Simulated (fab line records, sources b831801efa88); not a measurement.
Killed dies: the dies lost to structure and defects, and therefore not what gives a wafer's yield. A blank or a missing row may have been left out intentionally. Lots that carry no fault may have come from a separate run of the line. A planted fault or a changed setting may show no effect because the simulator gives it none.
Shared-tool check    flow gf180mcu    12 lots, 42 wafers sampled

## REASON IT WAS OPENED
2 of 12 lots carry a flag on the reading NSD_RS at GF_PSD_RS_MEAS_14. Fault-free wafers read 46.13 ohm/sq, with a standard deviation of 0.092.
Rule: flag the lot when none of its wafers has a number, or when each of its wafers that has one lies beyond 4 standard deviations from that mean. The other lots count as sound.

lot   measured      on             NSD_RS (ohm/sq), wafer by wafer      flag
L250  day 14 10:34  film-metro-02  46.16 46.15 46.18                    
L254  day 15 20:07  film-metro-04  46.08 46.12 46.14                    
L255  day 16 00:41  film-metro-02  46.18 46.18 46.24                    
L257  day 16 19:09  film-metro-01  46.08 46.03 46.12                    
L260  day 18 04:42  film-metro-02  46.24 46.15 46.25                    
L261  day 18 07:59  film-metro-04  46.08 46.16 46.17                    
L262  day 18 21:47  film-metro-02  46.29 46.13 46.25                    
L266  day 21 01:43  film-metro-02  47.35 47.43 47.41 47.36 47.50 47.28  FLAGGED
L267  day 21 04:37  film-metro-04  47.28 47.44 47.46 47.41 47.40 47.42  FLAGGED
L270  day 21 18:04  film-metro-01  45.96 46.19 46.12                    
L271  day 22 02:21  film-metro-02  46.34 46.39 46.23                    
L272  day 22 12:29  film-metro-04  46.03 46.03 46.11                    
On average the flagged lots' numbers are 47.39 ohm/sq, which is +1.26 ohm/sq against the usual, or +14 standard deviations.

## WHICH TOOL RAN EACH LOT
The record holds 2 process steps before the reading, out of a route of 602 steps. Read each cell as the tool, then ch plus the chambers that the sampled wafers visited, then the start.
lot   flag     GF_NSD_IMPLANT_09                GF_NSD_STRIP_11
L250           implanter-01 ch 0, day 13 14:09  plasma-asher-04 ch 0,1, day 13 14:25
L254           implanter-02 ch 0, day 14 21:24  plasma-asher-03 ch 0,1, day 14 21:41
L255           implanter-01 ch 0, day 15 02:19  plasma-asher-04 ch 0,1, day 15 02:37
L257           implanter-01 ch 0, day 15 20:09  plasma-asher-04 ch 0,1, day 15 20:27
L260           implanter-01 ch 0, day 17 04:12  plasma-asher-03 ch 0,1, day 17 04:30
L261           implanter-02 ch 0, day 17 08:22  plasma-asher-03 ch 0,1, day 17 08:40
L262           implanter-04 ch 0, day 17 21:33  plasma-asher-04 ch 0,1, day 17 21:51
L266  FLAGGED  implanter-01 ch 0, day 20 00:18  plasma-asher-04 ch 0, day 20 00:34
L267  FLAGGED  implanter-01 ch 0, day 20 02:55  plasma-asher-04 ch 0,1, day 20 03:12
L270           implanter-02 ch 0, day 20 17:30  plasma-asher-04 ch 0,1, day 20 17:48
L271           implanter-04 ch 0, day 21 01:58  plasma-asher-03 ch 0,1, day 21 02:14
L272           implanter-02 ch 0, day 21 12:33  plasma-asher-02 ch 0,1, day 21 12:51
What the steps here do:
- GF_NSD_IMPLANT_09
- GF_NSD_STRIP_11: strips in O2/N2.
- GF_PSD_RS_MEAS_14: measures by four-point-probe.

## FLAGGED AGAINST TOTAL, ONE TOOL AT A TIME (gauges that did the reading follow at the end)
step               tool             lots run  flagged  share of the flagged lots  sound lots run after its first flagged lot
GF_NSD_IMPLANT_09  implanter-01     6         2        all                        0
GF_NSD_IMPLANT_09  implanter-02     4         0        none                       -
GF_NSD_IMPLANT_09  implanter-04     2         0        none                       -
GF_NSD_STRIP_11    plasma-asher-02  1         0        none                       -
GF_NSD_STRIP_11    plasma-asher-03  4         0        none                       -
GF_NSD_STRIP_11    plasma-asher-04  7         2        all                        1 (L270)
GF_PSD_RS_MEAS_14  film-metro-01    2         0        none                       -
GF_PSD_RS_MEAS_14  film-metro-02    6         1        some                       1 (L271)
GF_PSD_RS_MEAS_14  film-metro-04    4         1        some                       1 (L272)

## WHAT IS ALLOWED BY THE TABLE
Every flagged lot went through 2 rows of the table: implanter-01 at GF_NSD_IMPLANT_09 and plasma-asher-04 at GF_NSD_STRIP_11.
- implanter-01 at GF_NSD_IMPLANT_09 ran 6 lots, 2 of them flagged. Its last sound lot is L260 (day 17 04:12), its first flagged lot L266 (day 20 00:18): a fault that began between those two fits. Its own readings lie more than 4 standard deviations out on every wafer of the flagged lots: beam-energy-keV.
- plasma-asher-04 at GF_NSD_STRIP_11 ran 7 lots, 2 of them flagged. Sound lots ran on it after the first flagged one (L270), which a lasting fault on the whole tool wouldn't allow. Its own readings lie more than 4 standard deviations out on every wafer of the flagged lots: strip-time-to-endpoint-s.
implanter-01 at GF_NSD_IMPLANT_09 is the single tool remaining.

## WHAT WAS PUT IN BY THE SIMULATOR
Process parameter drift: implanter-01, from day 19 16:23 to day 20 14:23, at GF_NSD_IMPLANT_09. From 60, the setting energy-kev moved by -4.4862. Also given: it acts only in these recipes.
Struck lots among those shown: L266, L267. The rule given above showed the same thing.
